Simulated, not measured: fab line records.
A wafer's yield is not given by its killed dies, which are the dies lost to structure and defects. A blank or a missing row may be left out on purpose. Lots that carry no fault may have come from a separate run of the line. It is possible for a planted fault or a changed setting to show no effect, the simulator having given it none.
Code-filled problem report in 8D (eight disciplines) form || flow sky130 || the parts of the form that need people (team, actions taken, sign-off) are left out

1. WHAT IS WRONG
dose_ions_cm2 at SKY_LDD_HVP_IMPLANT_08 reads a mean of 1.7572e+13 on 6 wafers of 2 lots; wafers without a fault read 1.6994e+13 with a standard deviation of 1.8e+10. Relative to the usual mean, that is a shift of +32 standard deviations.
The first sign was on wafer L584.1 at day 28 12:36, on implanter-02. The record holds 18 wafers of 6 lots with a number at this step. Rule for "out", or "out of limits": more than 4 standard deviations from the usual mean. All remaining wafers that have a number are taken as sound.

2. WHAT IT IS AND WHAT IT IS NOT
{"question": "which readings at this step", "is": "dose_ions_cm2", "is not": "-"}
{"question": "which lots", "is": "L584, L585", "is not": "L564, L569, L572, L575"}
{"question": "which wafers of those lots", "is": "all that have a number", "is not": "-"}
{"question": "read on which tools", "is": "implanter-02", "is not": "implanter-01, implanter-04"}
{"question": "when", "is": "from day 28 12:36", "is not": "up to then (12 sound wafers)"}

3. THE SUSPECTS, EACH WITH WHAT RULES IT OUT
Counting: a tool at any process step up to the reading remains a suspect when it ran all the lots that are out and ran no sound lot after the first of those.
- implanter-02 at SKY_LDD_HVP_IMPLANT_08: kept. It ran every lot that is out, first L584 (day 28 12:36), and no sound lot after that; its last sound lot up to then is L575 (day 25 14:20). Its own readings are out on those wafers: dose_ions_cm2.
Left after counting: implanter-02 at SKY_LDD_HVP_IMPLANT_08.

4. THE CAUSE (what the simulator had put in)
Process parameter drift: implanter-02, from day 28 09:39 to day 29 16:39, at SKY_LDD_HVP_IMPLANT_08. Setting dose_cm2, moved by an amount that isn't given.
After counting, this tool was the only one left.

5. THE EFFECT CHAIN, in route order
Each row: a reading whose mean over the struck wafers that have a number lies more than 3 standard deviations from the usual. Readings are gone through only where the record gives a usual standard deviation; hours: the median, over the lots, of the time from a lot's start at the first step in this table giving one to that lot's start at this step; sigmas: the change measured in usual standard deviations.
{"hours": 0, "step": "SKY_LDD_HVP_IMPLANT_08", "reading": "dose_ions_cm2", "usual": 1.6994e+13, "on struck wafers": 1.7572e+13, "change": "+5.7817e+11", "sigmas": "+32"}
The process steps in it:
- SKY_LDD_HVP_IMPLANT_08

6. WHAT WOULD HAVE CAUGHT IT SOONER
In this record no reading fell out of limits until day 28 12:36, 3 hours after the fault had begun at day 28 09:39.
